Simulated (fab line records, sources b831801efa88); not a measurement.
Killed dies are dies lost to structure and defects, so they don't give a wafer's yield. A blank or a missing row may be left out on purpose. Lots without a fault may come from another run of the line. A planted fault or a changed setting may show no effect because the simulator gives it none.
fab line records | flow sfq_line
record lots=6 wafers=18 last_day=85
route steps=325 shown M3@122 I3@133 M4@148
lots that met no fault: from a run of the same line without faults
start_h: hours from the record's first day to the start of the lot's first wafer shown | wait_h: hours since the lot's step before | " the same as in the row above | L1.1+2: a row that stands for several wafers | - no value, or no start given | * or withheld: withheld | < > ~ a bound
route shown NAME@n: a module of which the file shows steps, and the number in the route of the first | usual: mean/standard deviation of fault-free wafers | same: alike in all rows | chamber/n: place in a boat | sites: the reading at each site | _std_site: their standard deviation | _edge_site: outer sites' mean less inner sites' | radius_mm: how far each site lies from the wafer's centre | mask NAME#n: copy n | behind: the tool/chamber that last shaped the wafer | hold: why the lot was held/for how many hours/how that ended | device: the transistor (n, p or np) that didn't switch | end of line: the same wafers' tests at the end of the route | a step without rows: its recipe alone | killed: dies lost to structure and defects at the first sort, not the wafer's yield | map: a wafer's dies, x killed, . not, _ none there
set.NAME: the setting as run; set.NAME@STEP: as run at that earlier step | model.NAME: the simulator's own value behind a step, which no gauge read
lots at some steps of the route; a table a step, a row a wafer
services: from which hour (start_h, from the record's first day; less than 0 if before it) a tool's chamber was out of use, for how many hours, and why
## steps
# step SFQ_TRILAYER_M3_LITHO_COAT_080
# recipe resist=BARC spin_rpm=3000 resist_thk_nm=62
# step SFQ_TRILAYER_M3_LITHO_COAT_075
# recipe resist=KrF spin_rpm=3000 resist_thk_nm=600
# step SFQ_TRILAYER_M3_LITHO_SOFTBAKE_079
# recipe temp_c=withheld time_s=withheld resist=KrF
# step SFQ_TRILAYER_M3_LITHO_EXPOSE_076
# recipe mask_id=M3 na=0.6 source_shape=conventional sigma_outer=0.65 target_cd_nm=500 dose_mj=14.4
# step SFQ_TRILAYER_M3_LITHO_PEB_078
# recipe peb_temp_c=115 peb_time_s=60 resist=KrF
# step SFQ_TRILAYER_M3_LITHO_DEVELOP_077
# recipe time_s=60 resist=KrF
# step SFQ_M3_OVL_MEAS_921
# usual M3_OVL=-1/5.6
# columns lot.wafer tool chamber start_h wait_h M3_OVL[nm]
L215.1 overlay-01 - 1100.06 0.1 -1
L215.3 " - " " -6
L215.5 " - " " -7
L222.1 overlay-02 - 1144.84 0.1 5
L222.2 " - " " 0
L222.5 " - " " 5
L226.1 overlay-02 - 1160.44 0.1 -5
L226.4 " - " " 1
L226.5 " - " " -8
L227.4 overlay-02 - 1161.84 0.1 3
L227.5 " - " " 1
L227.6 " - " " 8
L228.1 overlay-02 - 1163.02 0.1 -9
L228.2 " - " " 0
L228.3 " - " " 1
L229.2 overlay-02 - 1166.62 0.1 -10
L229.3 " - " " -10
L229.4 " - " " 1
# step SFQ_TRILAYER_M3_BARC_OPEN_METAL_ETCH_100
# recipe mask_material=PR chemistry=O2 target_depth_nm=125 target=BARC icp_w=600 bias_w=80 pressure_mtorr=10 time_s=41.7
# usual drypump_motor_current_A=5.7/0.46 oes_product_au=0.685/0.0051
# columns lot.wafer tool chamber start_h wait_h drypump_motor_current_A oes_product_au rf_hours_counter_h
L215.1 rie_metal-04 1 1100.09 0.0 5.5 0.683 60
L215.3 " 1 " " 5.5 0.695 -
L215.5 " 1 " " 5.5 0.690 -
L222.1 rie_metal-03 1 1144.88 0.0 6.0 0.689 8
L222.2 " 0 " " 5.1 0.686 46
L222.5 " 1 " " 6.0 0.686 -
L226.1 rie_metal-04 1 1160.48 0.0 5.4 0.678 71
L226.4 " 0 " " 5.8 0.683 -
L226.5 " 0 " " 5.8 0.683 -
L227.4 rie_metal-02 0 1161.87 0.0 6.7 0.681 -
L227.5 " 1 " " 5.5 0.675 -
L227.6 " 0 " " 6.7 0.686 -
L228.1 rie_metal-04 0 1163.05 0.0 5.8 0.690 96
L228.2 " 1 " " 5.5 0.694 72
L228.3 " 0 " " 5.8 0.694 -
L229.2 rie_metal-03 1 1166.65 0.0 6.0 0.680 11
L229.3 " 0 " " 5.2 0.688 -
L229.4 " 1 " " 6.0 0.685 -
# step SFQ_TRILAYER_M3_ETCH_METAL_ETCH_078
# recipe target=Nb stop_on=SiO2 mask_material=PR chemistry=Cl2/Ar target_depth_nm=240 icp_w=600 bias_w=80 pressure_mtorr=10 time_s=120
# usual drypump_motor_current_A=5.7/0.46 oes_product_au=0.894/0.008
# columns lot.wafer tool chamber start_h wait_h drypump_motor_current_A oes_product_au rf_hours_counter_h
L215.1 rie_metal-04 1 1100.15 0.0 5.5 0.906 60
L215.3 " 1 " " 5.5 0.896 -
L215.5 " 1 " " 5.5 0.908 -
L222.1 rie_metal-03 1 1144.94 0.0 6.0 0.902 8
L222.2 " 0 " " 5.1 0.890 46
L222.5 " 1 " " 6.0 0.899 -
L226.1 rie_metal-04 1 1160.54 0.0 5.5 0.888 71
L226.4 " 0 " " 5.8 0.884 -
L226.5 " 0 " " 5.8 0.893 -
L227.4 rie_metal-02 0 1161.96 0.1 6.7 0.902 -
L227.5 " 1 " " 5.4 0.897 -
L227.6 " 0 " " 6.7 0.902 -
L228.1 rie_metal-04 0 1163.11 0.0 5.8 0.897 96
L228.2 " 1 " " 5.5 0.895 72
L228.3 " 0 " " 5.8 0.907 -
L229.2 rie_metal-03 1 1166.71 0.0 6.0 0.892 11
L229.3 " 0 " " 5.2 0.896 -
L229.4 " 1 " " 6.0 0.901 -
# step SFQ_TRILAYER_M3_STRIP_STRIP_079
# recipe gas=O2 power_w=200 platen_temp_c=40.75 overash_fraction=0.65 chemistry=O2 pressure_mtorr=50
# step SFQ_TRILAYER_M3_STRIP_SOLV_CLEAN_080
# recipe chemistry=NMP temp_c=70 time_s=600
# step SFQ_TRILAYER_I3_DEP_PECVD_081
# recipe material=SiO2 temp_c=150 time_s=111.11 pressure_torr=2.4 rf_w=183.3 precursor=SiH4/N2O target_thk_nm=500
# usual heater_power_w=83/15 throttle_valve_pct=25.0/2
# columns lot.wafer tool chamber start_h wait_h heater_power_w throttle_valve_pct
L215.1 pecvd-04 0 1101.05 0.0 82 24.7
L215.3 " 1 " " 70 26.6
L215.5 " 1 " " 74 26.7
L222.1 pecvd-01 1 1145.84 0.0 74 23.5
L222.2 " 2 " " 67 25.1
L222.5 " 2 " " 66 25.1
L226.1 pecvd-04 1 1161.44 0.0 62 26.8
L226.4 " 1 " " 64 26.8
L226.5 " 2 " " 107 26.6
L227.4 pecvd-02 1 1162.85 0.0 102 22.3
L227.5 " 0 " " 100 23.5
L227.6 " 2 " " 93 21.5
L228.1 pecvd-01 1 1164.01 0.0 78 23.6
L228.2 " 0 " " 78 28.2
L228.3 " 2 " " 68 25.2
L229.2 pecvd-04 0 1167.61 0.0 84 24.5
L229.3 " 1 " " 62 26.7
L229.4 " 0 " " 71 24.9
# step SFQ_TRILAYER_I3_CMP_CMP_082
# recipe material=SiO2 down_force_psi=3 platen_rpm=60.58 pad_velocity_m_s=0.94248
# usual motor_current_A=10.1/0.73 time_to_endpoint_s=213/8.8
# columns lot.wafer tool chamber start_h wait_h motor_current_A time_to_endpoint_s model.SiO2_of_TRILAYER_I3_DEP_PECVD_081.thk_nm
L215.1 cmp-01 1 1103.05 2.0 10.6 215 199
L215.3 " 0 1104.55 3.5 11.3 208 198.7
L215.5 " 2 1105.55 4.4 10.5 216 198.9
L222.2 cmp-02 1 1150.28 4.4 8.9 225 201.7
L222.1 " 2 " " 8.7 227 200.6
L222.5 " 0 1151.78 5.9 10.6 224 201.3
L226.4 cmp-01 0 1169.28 7.8 10.9 194 198.3
L226.1 " 2 1170.28 8.8 11.5 198 199.4
L226.5 " 1 1171.78 10.3 10.6 191 220.1
L227.4 cmp-02 2 1170.78 7.9 9.0 218 201.1
L227.6 " 2 1172.78 9.9 8.7 216 201.4
L227.5 " 3 " " 10.6 210 200.5
L228.3 cmp-01 0 1172.28 8.2 10.5 199 199.2
L228.2 " 1 " " 10.1 191 218.5
L228.1 " 2 " " 10.7 206 197.9
L229.4 cmp-02 0 1177.01 9.3 10.5 210 201.1
L229.3 " 2 1178.01 10.4 8.7 218 201.3
L229.2 " 3 " " 10.9 207 200.2
# step SFQ_I3_BOW_MEAS_922
# recipe mode=bow
# usual I3_BOW=3/7.6
# columns lot.wafer tool chamber start_h wait_h I3_BOW[um]
L215.1 film_metro-01 - 1106.05 2.5 9
L215.3 " - " " 7
L215.5 " - " " -2
L222.1 film_metro-01 - 1152.78 1.5 -3
L222.2 " - " " -5
L222.5 " - " " -1
L226.1 film_metro-02 - 1172.28 1.5 -7
L226.4 " - " " -1
L226.5 " - " " 9
L226.1 film_metro-02 - 1173.60 1.3 -
L226.4 " - " " -
L226.5 " - " " -
L227.4 film_metro-04 - 1173.84 2.6 4
L227.5 " - " " 0
L227.6 " - " " 5
L228.1 film_metro-02 - 1175.28 1.5 2
L228.2 " - " " 8
L228.3 " - " " 0
L228.1 film_metro-02 - 1176.60 1.3 -
L228.2 " - " " -
L228.3 " - " " -
L229.2 film_metro-02 - 1180.03 1.0 1
L229.3 " - " " -8
L229.4 " - " " -2
# step SFQ_TRILAYER_I3_METRO_MEASURE_083
# usual thk_nm=200.1/1.1
# columns lot.wafer tool chamber start_h wait_h thk_nm
L215.1 film_metro-01 - 1106.17 0.1 198.9
L215.3 " - " " 198.7
L215.5 " - " " 198.8
L222.1 film_metro-01 - 1152.90 0.1 200.4
L222.2 " - " " 201.6
L222.5 " - " " 201.4
L227.4 film_metro-04 - 1174.50 0.6 201.0
L227.5 " - " " 200.3
L227.6 " - " " 201.4
L226.1 film_metro-02 - 1177.62 4.0 199.5
L226.4 " - " " 198.3
L226.5 " - " " 220.1
L226.1 film_metro-02 - 1178.98 1.2 199.5
L226.4 " - " " 198.4
L226.5 " - " " 220.1
L228.1 film_metro-02 - 1178.90 2.3 197.8
L228.2 " - " " 218.3
L228.3 " - " " 199.0
L228.1 film_metro-02 - 1181.33 2.2 197.9
L228.2 " - " " 218.5
L228.3 " - " " 199.1
L229.2 film_metro-02 - 1180.33 0.3 200.2
L229.3 " - " " 201.3
L229.4 " - " " 201.2
# step SFQ_TRILAYER_I3_VIA_LITHO_COAT_090
# recipe resist=BARC spin_rpm=3000 resist_thk_nm=62
# step SFQ_TRILAYER_I3_VIA_LITHO_COAT_085
# recipe resist=KrF spin_rpm=3000 resist_thk_nm=650
# step SFQ_TRILAYER_I3_VIA_LITHO_SOFTBAKE_089
# recipe temp_c=withheld time_s=withheld resist=KrF
# step SFQ_TRILAYER_I3_VIA_LITHO_EXPOSE_086
# recipe mask_id=I3 na=0.6 source_shape=conventional sigma_outer=0.65 target_cd_nm=500 dose_mj=21.3
# step SFQ_TRILAYER_I3_VIA_LITHO_PEB_088
# recipe peb_temp_c=115 peb_time_s=60 resist=KrF
# step SFQ_TRILAYER_I3_VIA_LITHO_DEVELOP_087
# recipe time_s=60 resist=KrF
# step SFQ_I3_OVL_MEAS_923
# usual I3_OVL=-1/6
# columns lot.wafer tool chamber start_h wait_h I3_OVL[nm]
L215.1 overlay-01 - 1237.28 0.1 2
L215.3 " - " " 4
L215.5 " - " " -4
L222.1 overlay-01 - 1276.59 0.1 7
L222.2 " - " " 8
L222.5 " - " " 1
L226.1 overlay-01 - 1295.79 0.1 -3
L226.4 " - " " 5
L226.5 " - " " 1
L227.4 overlay-01 - 1297.01 0.1 10
L227.5 " - " " 13
L227.6 " - " " 4
L228.1 overlay-01 - 1299.39 0.1 -3
L228.2 " - " " 2
L228.3 " - " " -3
L229.2 overlay-01 - 1304.20 0.1 2
L229.3 " - " " 2
L229.4 " - " " 2
# step SFQ_TRILAYER_I3_VIA_BARC_OPEN_VIA_ETCH_121
# recipe mask_material=PR chemistry=O2 target_depth_nm=125 target=BARC source_w=500 bias_w=80 pressure_mtorr=30 time_s=41.7
# usual drypump_motor_current_A=5.7/0.44 oes_product_au=0.685/0.0049
# columns lot.wafer tool chamber start_h wait_h drypump_motor_current_A oes_product_au rf_hours_counter_h
L215.1 rie_diel-04 3 1237.31 0.0 6.3 0.693 2
L215.3 " 1 " " 6.2 0.690 15
L215.5 " 0 " " 6.0 0.683 -
L222.1 rie_diel-04 3 1276.63 0.0 6.3 0.682 2
L222.2 " 2 " " 5.0 0.693 15
L222.5 " 1 " " 6.2 0.693 -
L226.1 rie_diel-01 0 1295.83 0.0 5.8 0.685 10
L226.4 " 1 " " 5.1 0.683 12
L226.5 " 1 " " 5.1 0.672 -
L227.4 rie_diel-03 3 1297.03 0.0 5.9 0.686 6
L227.5 " 3 " " 5.9 0.689 -
L227.6 " 2 " " 5.7 0.690 -
L228.1 rie_diel-01 1 1299.43 0.0 5.1 0.683 13
L228.2 " 3 " " 5.1 0.692 9
L228.3 " 0 " " 5.8 0.690 10
L229.2 rie_diel-01 0 1304.23 0.0 5.8 0.695 10
L229.3 " 1 " " 5.1 0.686 13
L229.4 " 0 " " 5.8 0.693 -
# step SFQ_TRILAYER_I3_VIA_ETCH_VIA_ETCH_088
# recipe target=SiO2 stop_on=Nb mask_material=PR taper_deg=20 chemistry=CHF3 target_depth_nm=260 source_w=500 bias_w=80 pressure_mtorr=30 time_s=withheld
# usual drypump_motor_current_A=5.7/0.45 oes_product_au=0.855/0.0054
# columns lot.wafer tool chamber start_h wait_h drypump_motor_current_A oes_product_au model.I3.feature_depth_nm model.etch.depth_nm
L215.1 rie_diel-04 3 1237.35 0.0 6.3 0.848 199 199
L215.3 " 1 " " 6.2 0.851 198.7 198.7
L215.5 " 0 " " 6.0 0.847 198.9 198.9
L222.1 rie_diel-04 3 1276.67 0.0 6.3 0.861 200.6 200.6
L222.2 " 2 " " 5.0 0.857 201.7 201.7
L222.5 " 1 " " 6.2 0.861 201.3 201.3
L226.1 rie_diel-01 0 1295.87 0.0 5.8 0.850 199.4 199.4
L226.4 " 1 " " 5.1 0.844 198.3 198.3
L226.5 " 1 " " 5.1 0.900 220.1 220.1
L227.4 rie_diel-03 3 1297.07 0.0 5.9 0.857 201.1 201.1
L227.5 " 3 " " 5.9 0.859 200.5 200.5
L227.6 " 2 " " 5.7 0.858 201.4 201.4
L228.1 rie_diel-01 1 1299.47 0.0 5.1 0.848 197.9 197.9
L228.2 " 3 " " 5.1 0.901 218.5 218.5
L228.3 " 0 " " 5.8 0.848 199.2 199.2
L229.2 rie_diel-01 0 1304.27 0.0 5.8 0.864 200.2 200.2
L229.3 " 1 " " 5.1 0.862 201.3 201.3
L229.4 " 0 " " 5.8 0.870 201.1 201.1
# step SFQ_TRILAYER_I3_VIA_STRIP_STRIP_089
# recipe gas=O2 power_w=200 platen_temp_c=40 overash_fraction=0.65 chemistry=O2 pressure_mtorr=50
# usual drypump_motor_current_A=5.8/0.35 oes_product_au=0.997/0.0073
# same overash_fraction=0.65
# columns lot.wafer tool chamber start_h wait_h drypump_motor_current_A oes_product_au rf_hours_counter_h
L215.1 rie_metal-04 1 1237.47 - 5.5 1.010 83
L215.3 " 0 " " 5.8 0.992 -
L215.5 " 1 " " 5.5 0.988 -
L222.1 rie_metal-01 0 1276.78 - 5.9 0.991 138
L222.2 " 1 " " 6.2 0.994 55
L222.5 " 0 " " 5.9 0.988 -
L226.1 rie_metal-01 1 1295.98 - 6.2 0.994 60
L226.4 " 1 " " 6.2 1.000 -
L226.5 " 1 " " 6.2 0.999 -
L227.4 rie_metal-04 1 1297.38 - 5.5 0.994 -
L227.5 " 0 " " 5.8 0.994 -
L227.6 " 1 " " 5.5 0.992 -
L228.1 rie_metal-01 0 1299.58 - 5.9 0.998 1
L228.2 " 1 " " 6.2 0.984 61
L228.3 " 0 " " 5.9 0.998 -
L229.2 rie_metal-03 1 1304.38 - 6.0 0.992 32
L229.3 " 0 " " 5.1 0.999 -
L229.4 " 1 " " 6.0 0.988 -
# step SFQ_TRILAYER_I3_VIA_STRIP_SOLV_CLEAN_090
# recipe chemistry=NMP temp_c=70 time_s=600
# step SFQ_TRILAYER_M4_DEP_PRE_CLEAN_092
# recipe gas=Ar time_s=22.5 bias_v=250
# columns lot.wafer tool chamber start_h wait_h model.SiO2_of_TRILAYER_I3_DEP_PECVD_081.thk_nm
L215.1 pvd_sputter-03 - 1238.24 0.0 191.5
L215.3 " - " " 191.2
L215.5 " - " " 191.4
L222.1 pvd_sputter-04 - 1277.55 0.0 193.1
L222.2 " - " " 194.2
L222.5 " - " " 193.8
L226.1 pvd_sputter-05 - 1297.35 0.0 191.9
L226.4 " - " " 190.8
L226.5 " - " " 212.6
L227.4 pvd_sputter-04 - 1297.97 0.0 193.6
L227.5 " - " " 193
L227.6 " - " " 193.9
L228.1 pvd_sputter-03 - 1300.35 0.0 190.4
L228.2 " - " " 211
L228.3 " - " " 191.7
L229.2 pvd_sputter-03 - 1305.15 0.0 192.7
L229.3 " - " " 193.8
L229.4 " - " " 193.6
# step SFQ_TRILAYER_M4_DEP_SPUTTER_091
# recipe material=Nb base_pressure_pa=1.33e-06 chamber_pressure_pa=0.1333 substrate_temp_c=20 resputter_cathode_voltage_v=400 target_thk_nm=200 power_w=2000 time_s=133.3
## services
# columns tool chamber start_h hours kind
rie_diel-01 3 1077.16 7.0 repair
rie_diel-01 0 1081.87 2.0 repair
cmp-02 - 1090.93 4.0 pm
rie_metal-01 1 1110.87 32.2 repair
rie_diel-01 0 1118.16 11.0 repair
film_metro-02 - 1122.43 0.5 pm
rie_diel-01 3 1129.88 4.0 repair
pvd_sputter-03 - 1134.69 3.1 repair
rie_diel-01 2 1145.11 10.0 repair
film_metro-02 - 1148.89 1.4 pm
pvd_sputter-03 - 1161.74 1.1 repair
cmp-02 - 1165.97 1.3 repair
rie_metal-03 - 1186.53 2.8 pm
rie_metal-04 - 1200.38 0.2 repair
pecvd-04 2 1201.20 12.7 repair
film_metro-02 - 1202.65 0.5 pm
cmp-02 - 1238.16 0.3 repair
rie_metal-03 - 1249.23 1.4 pm
rie_diel-04 0 1255.40 35.1 repair
film_metro-02 - 1270.62 0.5 pm
rie_metal-03 0 1285.36 17.0 repair
rie_diel-04 - 1290.52 10.0 pm
rie_metal-03 1 1295.89 2.4 repair
rie_diel-01 3 1301.70 11.7 repair
## key
first_sign step=SFQ_I3_BOW_MEAS_922 reading=visit direction=added
effect step=SFQ_TRILAYER_I3_METRO_MEASURE_083 reading=visit direction=added
effect step=SFQ_TRILAYER_I3_METRO_MEASURE_083 reading=thk_nm direction=up sigmas=18 usual=200.1 struck=219.2
effect step=SFQ_TRILAYER_I3_VIA_ETCH_VIA_ETCH_088 reading=oes_product_au direction=up sigmas=8.5 usual=0.855 struck=0.901
model_effect step=SFQ_TRILAYER_I3_CMP_CMP_082 value=SiO2_of_TRILAYER_I3_DEP_PECVD_081.thk_nm without=199.3 struck=219.3
model_effect step=SFQ_TRILAYER_I3_VIA_ETCH_VIA_ETCH_088 value=I3.feature_depth_nm without=199.3 struck=219.3
model_effect step=SFQ_TRILAYER_M4_DEP_PRE_CLEAN_092 value=SiO2_of_TRILAYER_I3_DEP_PECVD_081.thk_nm without=191.8 struck=211.8
met_at SFQ_TRILAYER_I3_CMP_CMP_082
struck_wafers L226.5,L228.2
onset_between 1103.05 1169.28
fault kind=process_parameter_drift tool=cmp-01 chamber=1 onset_h=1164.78 steps=SFQ_TRILAYER_I3_CMP_CMP_082 channel=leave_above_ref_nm offset=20 shape=step end_h=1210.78 acts_in=these_recipes_only stated=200
